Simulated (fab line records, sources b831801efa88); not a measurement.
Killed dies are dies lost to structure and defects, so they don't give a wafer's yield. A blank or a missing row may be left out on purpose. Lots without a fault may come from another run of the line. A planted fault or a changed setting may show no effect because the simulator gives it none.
A struck lot beside a sound one | flow gf180mcu | 22 steps out of a route of 602
Sound: wafers L585.2, L585.3, L585.4. Struck: wafers L592.1, L592.2, L592.4. The cause comes at the end.
At each step with rows: each side's tool, then ch and its chambers, then its first start. Under that, the readings that differ: sound wafers | struck wafers | difference of the means | sigmas: that difference in standard deviations of wafers without a fault.
alike: readings whose means differ by less than 2 such deviations, and words and numbers that are the same on both sides. not compared: withheld readings, readings that some wafer has no value for, bounds like >300 that may hide the same value, and numbers for which the record gives no deviation and whose values overlap.
The two part at a step that has a row with sigmas, a row that says differs or no value, or rows on one side only. Numbers that don't overlap but have no deviation are shown without sigmas and don't part them. A reading that every wafer of one side lacks parts them only if that side has two wafers or more.

first, 1 step without rows for these wafers: GF_HV_LDD_CLEAN_51 (cleans in SC1/SC2, time 150 s).
GF_HV_LDD_RTA_52: time 10 s.
  sound on rtp_anneal-01 ch 0, day 13 19:32; struck on rtp_anneal-01 ch 0, day 15 22:49
  alike: lamp_power_pct, wafer_temp_C_max
GF_HV_LDD_RS_MEAS_53: measures by four-point-probe.
  sound on film_metro-01, day 13 19:37; struck on film_metro-04, day 15 22:53
  alike: HV_LDD_RS
then, 1 step without rows for these wafers: GF_HV_LDD_CVD_54 (deposits SiO2 from TEOS, target thk 10 nm, time 75 s).
GF_HV_LDD_THK_MEAS_55:
  sound on film_metro-01, day 13 20:44; struck on film_metro-04, day 16 00:02
  alike: HV_LDD_CVD_54_THK
then, 1 step without rows for these wafers: GF_HV_LDD_CVD_56 (deposits Si3N4 from DCS/NH3, target thk 90 nm, time 1543 s).
GF_HV_LDD_THK_MEAS_57:
  sound on film_metro-02, day 13 22:24; struck on film_metro-01, day 16 01:31
  reading                | sound          | struck         | difference | sigmas
  HV_LDD_CVD_56_THK (nm) | 90.1 89.9 90.1 | 91.7 91.3 91.9 | +1.6       | +2
GF_HV_LDD_ETCHBACK_58: etches Si3N4 in CH3F/O2, stops on SiO2, time 100 s, target depth 90 nm.
  sound on rie_diel-02 ch 0,2,3, day 13 22:27; struck on rie_diel-03 ch 0,1,2, day 16 01:35
  alike: ch3f_flow_sccm, drypump_motor_current_A, oes_product_au, throttle_valve_pct
  not compared: rf_hours_counter_h
then, 4 steps without rows for these wafers: GF_NSD_DEHYDRATE_00 (time 60 s); GF_NSD_HMDS_01 (prime time 60 s); GF_NSD_COAT_02 (resist thk 1016 nm); GF_NSD_SOFTBAKE_03 (time 60 s).
GF_NSD_EXPOSE_04: exposes mask Nplus, target cd 400 nm.
  sound on iline_stepper-01 ch 0, day 14 09:08; struck on iline_stepper-02 ch 0, day 16 12:23
  reading | sound                   | struck                                          | difference | sigmas
  mask    | Nplus#0 Nplus#0 Nplus#0 | Pplus_HV_AREA#0 Pplus_HV_AREA#0 Pplus_HV_AREA#0 | differs    |
  alike: reticle_temp_C
then, 2 steps without rows for these wafers: GF_NSD_PEB_05; GF_NSD_DEVELOP_06 (develop time 60 s).
GF_NSD_CD_MEAS_07: target cd 400 nm.
  sound on cd_sem-02, day 14 18:35; struck on cd_sem-02, day 16 23:04
  reading    | sound             | struck | difference                    | sigmas
  cd_nm (nm) | 397.5 397.9 396.9 | - - -  | no value on the struck wafers |
GF_NSD_OVL_MEAS_08:
  sound on overlay-01, day 14 18:42; struck on overlay-02, day 16 23:11
  reading      | sound       | struck | difference                    | sigmas
  NSD_OVL (nm) | 0.8 0.4 0.8 | - - -  | no value on the struck wafers |
then, 2 steps without rows for these wafers: GF_NSD_IMPLANT_09; GF_NSD_IMPLANT_10.
GF_NSD_STRIP_11: strips in O2/N2.
  sound on plasma_asher-03 ch 0,1, day 14 19:02; struck on plasma_asher-02 ch 0,1, day 16 23:31
  alike: drypump_motor_current_A, heater_power_w, oes_product_au, strip_time_to_endpoint_s
  not compared: rf_hours_counter_h
GF_NSD_TW_MEAS_12:
  sound on film_metro-04, day 14 19:08; struck on film_metro-04, day 16 23:37
  reading | sound          | struck   | difference | sigmas
  NSD_TW  | 4230 4242 4247 | 29 29 29 | -4211      | -99 or more
then, 1 step without rows for these wafers: GF_PSD_DEHYDRATE_00 (time 60 s).

WHERE THEY PART
First at GF_HV_LDD_THK_MEAS_57; last, within this record, at GF_NSD_TW_MEAS_12.

WHY: what the simulator had put in
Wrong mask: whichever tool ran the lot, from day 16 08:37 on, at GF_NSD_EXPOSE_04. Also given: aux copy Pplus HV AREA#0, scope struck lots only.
